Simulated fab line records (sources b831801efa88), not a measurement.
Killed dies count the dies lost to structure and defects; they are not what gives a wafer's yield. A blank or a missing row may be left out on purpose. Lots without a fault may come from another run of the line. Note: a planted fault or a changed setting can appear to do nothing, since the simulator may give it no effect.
Comparing a struck lot with a sound one :: flow sky130 :: 14 steps out of a route of 708
Sound: these wafers, L168.1, L168.4, L168.5. Wafers L164.2, L164.3, L164.4 were the ones struck. Last of all comes the cause.
At each step with rows: each side's tool, then ch and its chambers, then its first start. Under that, the readings that differ: sound wafers :: struck wafers :: difference of the means :: sigmas: that difference in standard deviations of wafers without a fault.
alike: readings whose means differ by less than 2 such deviations, and words and numbers that are the same on both sides. not compared: withheld readings, readings that some wafer has no value for, bounds like >300 that may hide the same value, and numbers for which the record gives no deviation and whose values overlap.
A row with sigmas, a row that says differs or no value, or rows on one side alone: a step with any of these is where the two part. Numbers that don't overlap but have no deviation are shown without sigmas and don't part them. A reading missing from all wafers of one side parts the sides only when that side holds two or more wafers.

first, 2 steps without rows for these wafers: SKY_VIA4_PEB_09; SKY_VIA4_DEVELOP_10 (develop time 60 s).
SKY_VIA4_OVL_MEAS_11:
  sound on overlay-01, day 47 07:46; struck on overlay-01, day 46 02:29
  alike: VIA4_OVL
SKY_VIA4_ETCH_12: etches SiO2 in C4F8/O2/Ar, stops on TiN, target depth 580 nm.
  sound on rie diel-04 ch 1,3, day 47 07:48; struck on rie diel-04 ch 1,2,3, day 46 02:31
  alike: oes product au
SKY_VIA4_STRIP_13: strips in O2/N2.
  sound on plasma asher-04 ch 0, day 47 07:52; struck on plasma asher-01 ch 0,1, day 46 02:35
reading: strip time to endpoint s (s)
sound: 12.79 12.74 12.75
struck: 12.82 12.82 12.82
difference: +0.06
sigmas: +2
  alike: drypump motor current A, oes product au
  not compared: rf hours counter h
then, 3 steps without rows for these wafers: SKY_VIA4_STRIP_14 (strips in post etch residue remover, time 1200 s); SKY_VIA4_CLEAN_15 (cleans in IPA, time 180 s); SKY_VIA4_CLEAN_16 (cleans in O3/DIW).
SKY_VIA4_SPUTTER_17: material TiN, target thk 20 nm, time 80 s.
  sound on pvd sputter-03, day 47 08:32; struck on pvd sputter-03, day 46 03:13
  alike: throttle valve pct
SKY_VIA4_CVD_18: deposits W, target thk 505 nm, time 152.14 s.
  sound on cvd w-01 ch 1, day 47 08:36; struck on cvd w-02 ch 0,1, day 46 03:17
  alike: heater power w
SKY_VIA4_RS_MEAS_19: the measuring method here is four-point-probe.
  sound on film metro-01, day 47 08:45; struck on film metro-03, day 46 03:27
reading: VIA4_W_RS (ohm/sq)
sound: 0.2261 0.2255 0.2244
struck: 0.2193 0.2232 0.2218
difference: -0.0039
sigmas: -2
SKY_VIA4_THK_MEAS_20: measures by xrf.
  sound on film metro-01, day 47 08:52; struck on film metro-03, day 46 03:34
  alike: VIA4_W_THK
SKY_VIA4_CMP_21: polishes, stops on SiO2, t overpolish 25 s, target thk 0 nm.
  sound on cmp-01 ch 0,3, day 47 08:56; struck on cmp-01 ch 0,1,3, day 46 03:37
  no value came back on the struck wafers for any of 5 readings (edge zone pressure frac, head pressure psi (psi) and others); on the sound wafers edge zone pressure frac reads 0.993 0.991 0.997
reading: model.W_of_VIA4_CVD_18.thk nm (nm)
sound: 0 0 0
struck: 520.3 512.2 514.5
difference: +515.7
sigmas: 

reading: model.SiO2_of_VIA4_HDPCVD_00.thk nm (nm)
sound: 574.9 576.1 573.8
struck: 580 581.5 579.4
difference: +5
sigmas: 
-- the record jumps here: 3 days lie between the struck wafers' starts before and after (it left off in module VIA4 and takes up again in module PAD_OPEN, whose first step shown is number 708 of the route) --
SKY_PAD_OPEN_PROBE_99:
  record: rows for the struck wafers here (prober-01, day 48 17:02), none for the sound ones

== WHERE THEY PART ==
Last at SKY_PAD_OPEN_PROBE_99 as far as this record goes, first at SKY_VIA4_STRIP_13.

WHY: what had been put in by the simulator
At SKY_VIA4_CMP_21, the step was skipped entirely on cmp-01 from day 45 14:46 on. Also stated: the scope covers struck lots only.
